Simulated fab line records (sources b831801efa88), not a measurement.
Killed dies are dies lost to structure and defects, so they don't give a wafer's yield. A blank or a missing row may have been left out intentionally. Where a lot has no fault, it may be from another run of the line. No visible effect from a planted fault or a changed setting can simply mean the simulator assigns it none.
8D (eight disciplines) problem report, filled in by code ; flow sfq-line ; the parts of the form that need people (team, actions taken, sign-off) are left out

== 1. WHAT IS WRONG ==
Wafers without a fault read 595.5 W, standard deviation 2.1; rf-fwd-power-W at SFQ_TRILAYER_JJ_CE_BARC_OPEN_RIE_150 reads a mean of 691.1 W on 3 wafers belonging to 2 lots. That puts it +46 standard deviations away from the usual mean.
The step: chemistry O2, target BARC, target depth 240 nm, time 80 s.
The first sign was on wafer L902.2 at day 59 07:42, on rie-metal-04. The record has a number at this step for 42 wafers belonging to 14 lots. Rule for "out" (also "out of limits"): further than 4 standard deviations from the usual mean. The rest of the wafers with a number are treated as sound.

== 2. WHAT IT IS, AND WHAT IT ISN'T ==
question;is;is not
which readings at this step;rf-fwd-power-W;bias-w, drypump-motor-current-A, oes-product-au
which lots;L902, L903;L889, L890, L892, L893, L895, L900, L901, L904, L907, L909, L910, L911
which wafers of those lots;L902.2, L903.2, L903.5;L902.1, L902.5, L903.1
read on which tools;rie-metal-04;rie-metal-02
when;from day 59 07:42;"up to then (23 sound wafers); but 16 sound wafers of L903, L904, L907, L909, L910, L911 came after"

== 3. THE SUSPECTS, EACH WITH WHAT RULES IT OUT ==
Counting: any tool at a process step up to the reading remains a suspect provided it ran every lot that is out. Sound lots after the first of them don't rule it out here, since some wafers of a struck lot are sound.
- rie-metal-04 at SFQ_TRILAYER_JJ_CE_BARC_OPEN_RIE_150 (chemistry O2, target BARC, target depth 240 nm, time 80 s): kept. Every lot that is out went through it, the first being L902 (day 59 07:42); the last sound lot it ran before that was L901 (day 59 06:30). Its own readings are out on those wafers: rf-fwd-power-W.
- At SFQ_TRILAYER_JJ_CE_BARC_OPEN_RIE_150 on rie-metal-04, chamber 0 took the sound wafers of the same lots and chamber 1 took the wafers that are out.
Left after counting: rie-metal-04 at SFQ_TRILAYER_JJ_CE_BARC_OPEN_RIE_150.

== 4. THE CAUSE (what the simulator had put in) ==
rie-metal-04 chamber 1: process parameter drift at SFQ_TRILAYER_JJ_CE_BARC_OPEN_RIE_150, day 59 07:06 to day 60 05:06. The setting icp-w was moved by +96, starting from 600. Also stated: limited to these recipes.
The count eliminated every tool but this one.

== 5. THE EFFECT CHAIN, in route order ==
One row per reading whose mean, taken over the struck wafers that have a number, lies over 3 standard deviations from the usual. Scope: only readings with a usual standard deviation given in the record; hours: median across lots of the time from each lot's start at the first step in this table that gives one to its start at this step; sigmas: change in usual standard deviations.
hours;step;reading;usual;on struck wafers;change;sigmas
0;SFQ_TRILAYER_JJ_CE_BARC_OPEN_RIE_150;rf-fwd-power-W;595.5 W;691.1;+95.6;+46
Its process steps:
- SFQ_TRILAYER_JJ_CE_BARC_OPEN_RIE_150: chemistry O2, target BARC, target depth 240 nm, time 80 s.

== 6. HOW IT WOULD HAVE BEEN CAUGHT EARLIER ==
In this record the first reading out of limits was taken at day 59 07:42, 1 hour after the fault began at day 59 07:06.
